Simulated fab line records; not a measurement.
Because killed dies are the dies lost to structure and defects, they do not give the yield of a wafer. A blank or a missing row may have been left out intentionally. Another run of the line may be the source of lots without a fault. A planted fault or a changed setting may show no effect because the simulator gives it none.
A lot that was struck, set against a sound lot    flow sky130    17 steps out of a route of 708
Sound: wafers L496.2, L496.3, L496.5. Wafers L503.3, L503.4, L503.5 were the ones struck. The cause is given at the end.
At each step with rows: each side's tool, then ch and its chambers, then its first start. Under that, the readings that differ: sound wafers    struck wafers    difference of the means    sigmas: that difference in standard deviations of wafers without a fault.
alike: a reading whose means differ by less than 2 such deviations, as well as words and numbers matching on both sides. not compared: withheld readings; readings where some wafer has no value; bounds like >300 that might hide an equal value; numbers whose values overlap and for which the record gives no deviation.
Wherever a step has rows on one side only, a row that says differs or no value, or a row with sigmas, the two part there. Numbers that don't overlap but have no deviation are shown without sigmas and don't part them. Lack of a reading on every wafer of one side parts them only where that side has two or more wafers.

first, 9 steps without rows for these wafers: SKY_CAP2M_CLEAN_17 (cleans in O3/DIW); SKY_METAL4_DEHYDRATE_05 (time 60 s); SKY_METAL4_HMDS_06 (prime time 60 s); SKY_METAL4_COAT_07 (resist thk 60 nm); SKY_METAL4_COAT_08 (resist thk 1140 nm); SKY_METAL4_SOFTBAKE_09 (time 90 s); SKY_METAL4_EXPOSE_10 (exposes mask MM4, target cd 300 nm); SKY_METAL4_PEB_11; SKY_METAL4_DEVELOP_12 (develop time 60 s).
SKY_METAL4_CD_MEAS_13: target cd 300 nm.
  sound on cd sem-02, day 41 16:40; struck on cd sem-01, day 43 08:02
reading     sound              struck             difference  sigmas
cd nm (nm)  302.2 301.8 301.5  296.4 297.6 299.0  -4.2        -3
SKY_METAL4_OVL_MEAS_14:
  sound on overlay-02, day 41 16:46; struck on overlay-01, day 43 08:08
  alike: METAL4_OVL
SKY_METAL4_DESCUM_15: chemistry O2, time 8 s.
  sound on rie metal-04 ch 0,1, day 41 16:48; struck on rie metal-03 ch 1, day 43 08:11
  alike: drypump motor current A, oes product au
  not compared: rf hours counter h
SKY_METAL4_ETCH_16: etches BARC in N2/H2, stops on SiO2, time 88.2 s, target depth 60 nm.
  sound on rie metal-04 ch 0,1, day 41 16:50; struck on rie metal-03 ch 1, day 43 08:17
reading                                        sound              struck             difference  sigmas
oes product au (a.u.)                          0.629 0.624 0.621  0.789 0.783 0.787  +0.162      +35
run length s (s)                               116.3 115.7 116.4  94.0 93.9 94.3     -22.1       -42
model.KrF-thick_of_METAL4_COAT_08.thk nm (nm)  1076 1071 1076     1091 1085 1089     +14         
  alike: drypump motor current A, h2 flow sccm, throttle valve pct
  not compared: rf hours counter h, model.METAL4.cd nm
SKY_METAL4_ETCH_17: etches SiO2 in C4F8/O2/Ar, stops on TiN, time 3.9 s, target depth 15 nm.
  sound on rie diel-03 ch 0,1,2, day 41 16:56; struck on rie diel-03 ch 0,1,3, day 43 08:25
  alike: oes product au
  not compared: rf hours counter h, model.METAL4.cd nm
SKY_METAL4_METAL_ETCH_18: etches the open film in Cl2/BCl3, stops on SiO2, target depth 845 nm, time 183.1 s.
  sound on rie metal-01 ch 0,1, day 41 16:57; struck on rie metal-01 ch 0,1, day 43 08:30
reading                                        sound              struck             difference  sigmas
model.KrF-thick_of_METAL4_COAT_08.thk nm (nm)  532.4 528.3 531.1  547.9 545.3 543.2  +14.9       
  alike: drypump motor current A, oes product au, run length s, throttle valve pct
  not compared: rf hours counter h
SKY_METAL4_STRIP_19: strips in O2/N2.
  sound on plasma asher-03 ch 0,1, day 41 17:07; struck on plasma asher-04 ch 0,1, day 43 08:39
  alike: drypump motor current A, oes product au, strip time to endpoint s
  not compared: rf hours counter h
SKY_PAD_OPEN_PROBE_99:
  the record holds rows for the sound wafers here (prober-02, day 45 16:50) but none for the struck ones

== WHERE THEY PART ==
First at SKY_METAL4_CD_MEAS_13; last, within this record, at SKY_PAD_OPEN_PROBE_99.

WHY: whatever the simulator had introduced
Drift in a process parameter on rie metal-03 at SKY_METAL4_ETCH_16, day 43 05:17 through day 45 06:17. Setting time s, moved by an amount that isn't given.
